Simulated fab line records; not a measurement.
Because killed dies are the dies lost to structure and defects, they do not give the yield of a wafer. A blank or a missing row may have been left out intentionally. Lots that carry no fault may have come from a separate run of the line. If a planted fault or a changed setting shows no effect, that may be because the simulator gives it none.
Which tool was responsible? ; flow sky130 ; 10 lots, 30 wafers sampled, at 6 steps of a route of 708

== WHAT THE GAUGES SHOWED, per wafer ==
SKY_CONTACT_THK_MEAS_03. Usual: for CONTACT_HDPCVD_THK the level is 562 nm and the standard deviation is 6.8.
lot;measured;on;CONTACT_HDPCVD_THK (nm);flag
L985;day 30 06:08;film_metro-04;560 562 570;
L987;day 30 11:50;film_metro-03;553 554 558;
L988;day 30 20:47;film_metro-03;555 563 559;
L992;day 32 04:47;film_metro-02;563 552 563;
L101;day 36 02:28;film_metro-03;563 560 559;
L100;day 36 12:56;film_metro-04;560 559 572;
L102;day 36 14:34;film_metro-03;568 555 569;
L105;day 37 03:16;film_metro-02;554 556 558;
L106;day 37 04:13;film_metro-02;570 580 571;
L107;day 37 14:29;film_metro-03;564 565 565;

SKY_CONTACT_OVL_MEAS_15. Usual: for CONTACT_OVL the level is -5 nm and the standard deviation is 4.7.
lot;measured;on;CONTACT_OVL (nm);flag
L985;day 31 10:28;overlay-02;-6 6 -4;
L987;day 31 16:49;overlay-01;-5 -18 -7;
L988;day 32 00:26;overlay-02;-11 -6 -3;
L992;day 33 07:58;overlay-02;-7 -4 -3;
L101;day 37 04:46;overlay-02;-7 -13 -1;
L100;day 37 15:14;overlay-01;-2 -3 0;
L102;day 37 16:49;overlay-02;-9 -9 -7;
L105;day 38 05:13;overlay-01;0 -8 0;
L106;day 38 07:00;overlay-01;-2 -11 -12;
L107;day 38 17:18;overlay-01;-4 -3 -8;

SKY_METAL1_RS_MEAS_05: uses a four-point probe to measure. Usual: for METAL1_ALCU_RS the level is 0.1267 ohm/sq and the standard deviation is 0.0016.
lot;measured;on;METAL1_ALCU_RS (ohm/sq);flag
L985;day 31 12:03;film_metro-04;0.1267 0.1295 0.1277;
L987;day 31 18:25;film_metro-02;0.1255 0.1265 0.1255;
L988;day 32 01:59;film_metro-01;0.1300 0.1286 0.1293;
L992;day 33 09:38;film_metro-01;0.1248 0.1266 0.1257;
L101;day 37 06:22;film_metro-02;0.1260 0.1270 0.1264;
L100;day 37 17:17;film_metro-01;0.1017 0.1017 0.1010;OFF
L102;day 37 18:49;film_metro-04;0.1026 0.1031 0.1027;OFF
L105;day 38 06:49;film_metro-04;0.1296 0.1254 0.1270;
L106;day 38 08:36;film_metro-02;0.1249 0.1253 0.1243;
L107;day 38 18:54;film_metro-01;0.1253 0.1260 0.1277;

SKY_METAL1_THK_MEAS_06: measures by xrf. Usual: for METAL1_ALCU_THK the level is 246.5 nm and the standard deviation is 3.
lot;measured;on;METAL1_ALCU_THK (nm);flag
L985;day 31 12:10;film_metro-04;248.3 241.2 245.6;
L987;day 31 18:30;film_metro-02;248.2 244.9 247.5;
L988;day 32 02:06;film_metro-01;241.7 241.8 241.5;
L992;day 33 09:46;film_metro-01;249.7 246.1 249.5;
L101;day 37 06:29;film_metro-02;248.6 245.4 246.8;
L100;day 37 17:24;film_metro-01;303.7 308.3 308.2;OFF
L102;day 37 18:56;film_metro-04;302.3 298.8 301.2;OFF
L105;day 38 06:56;film_metro-04;241.7 247.8 244.1;
L106;day 38 08:43;film_metro-02;249.0 249.1 252.2;
L107;day 38 19:01;film_metro-01;249.9 247.4 245.4;

== EACH LOT AND THE TOOL THAT RAN IT (in order: tool; ch and the chambers of the sampled wafers; start) ==
lot;SKY_LOCAL_INTERCONNECT_ETCH_13;SKY_METAL1_SPUTTER_02
L985;rie_metal-03 ch 0,1, day 30 05:16;pvd_sputter-02, day 31 11:58
L987;rie_metal-02 ch 0,1, day 30 10:58;pvd_sputter-01, day 31 18:16
L988;rie_metal-04 ch 0,1, day 30 19:55;pvd_sputter-02, day 32 01:53
L992;rie_metal-04 ch 0, day 32 03:28;pvd_sputter-01, day 33 09:32
L101;rie_metal-04 ch 0,1, day 36 01:34;pvd_sputter-01, day 37 06:16
L100;rie_metal-03 ch 0,1, day 36 11:55;pvd_sputter-01, day 37 17:11
L102;rie_metal-04 ch 0, day 36 13:40;pvd_sputter-01, day 37 18:43
L105;rie_metal-03 ch 0,1, day 37 02:24;pvd_sputter-02, day 38 06:43
L106;rie_metal-04 ch 0,1, day 37 03:21;pvd_sputter-04, day 38 08:31
L107;rie_metal-04 ch 0,1, day 37 13:28;pvd_sputter-04, day 38 18:49
- SKY_LOCAL_INTERCONNECT_ETCH_13: etches BARC in N2/H2, stops on SiO2, time 45.9 s, target depth 60 nm.
- SKY_METAL1_SPUTTER_02: material AlCu, target thk 250 nm, time 13.3 s.

== WHAT THE TOOLS THEMSELVES READ (means of the sampled wafers that have a number; where no wafer has one, the mark that the record gives instead) ==
SKY_LOCAL_INTERCONNECT_ETCH_13. Usual: drypump_motor_current_A 5.97 A, standard deviation 0.25; oes_product_au 0.854 a.u., standard deviation 0.0048; throttle_valve_pct 13.224 %, standard deviation 0.0088.
lot;tool;drypump_motor_current_A (A);oes_product_au (a.u.);throttle_valve_pct (%);flag
L985;rie_metal-03;6.04;0.857;13.221;
L987;rie_metal-02;5.67;0.856;13.233;
L988;rie_metal-04;6.17;0.851;13.222;
L992;rie_metal-04;6.09;0.854;13.223;
L101;rie_metal-04;6.17;0.854;13.221;
L100;rie_metal-03;5.89;0.852;13.229;
L102;rie_metal-04;6.09;0.857;13.217;
L105;rie_metal-03;6.02;0.854;13.227;
L106;rie_metal-04;6.18;0.858;13.235;
L107;rie_metal-04;6.27;0.855;13.227;

SKY_METAL1_SPUTTER_02. Usual: cathode_dc_power_W 10600 W, standard deviation 2.1; throttle_valve_pct 29.5 %, standard deviation 1.
lot;tool;cathode_dc_power_W (W);throttle_valve_pct (%);flag
L985;pvd_sputter-02;10600;30.1;
L987;pvd_sputter-01;10600;29.1;
L988;pvd_sputter-02;10600;30.1;
L992;pvd_sputter-01;10601;28.3;
L101;pvd_sputter-01;10603;29.1;
L100;pvd_sputter-01;13048;28.8;OFF
L102;pvd_sputter-01;13048;27.8;OFF
L105;pvd_sputter-02;10601;30.0;
L106;pvd_sputter-04;10601;29.3;
L107;pvd_sputter-04;10601;29.6;

== THE ANSWER, worked out from the rows above alone ==
Rule: a lot is off if the mean of its wafers that have a number lies more than 3 standard deviations from the usual mean. A lot without any number at a reading at which 4 lots or more have one is off too. Where the step has rows for the other lots, those lots are counted as sound. After the gauges, taken in route order, come the tools' own readings; for these a lot's mean is taken, as printed above. The first step at which some lot is off is used, and at that step the reading that is off furthest; a lot without a number counts as furthest.
Off: L100, L102, at SKY_METAL1_RS_MEAS_05 (METAL1_ALCU_RS).
A tool fits if, at a process step before that reading, it ran every lot that is off, and no sound lot after the first of them. Not tried: the gauges at SKY_METAL1_RS_MEAS_05; whatever is off there is also off at SKY_METAL1_SPUTTER_02, on other tools, and gauge error can't account for it. One fits: SKY_METAL1_SPUTTER_02 on pvd_sputter-01. Its last sound lot is L101 (day 37 06:16), its first lot that is off L100 (day 37 17:11): a fault that began between those two fits.
On the lots that are off, the tool's own readings at SKY_METAL1_SPUTTER_02 differ by more than 5 times the standard deviation of the sound lots' means, which bears it out; cathode_dc_power_W reads 13048 W there versus 10601 W on the sound lots.

== WHAT THE SIMULATOR HAD PUT IN ==
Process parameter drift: pvd_sputter-01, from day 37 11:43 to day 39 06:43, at SKY_METAL1_SPUTTER_02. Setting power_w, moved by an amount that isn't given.
Struck lots among those shown: L100, L102. The rule above found the same.
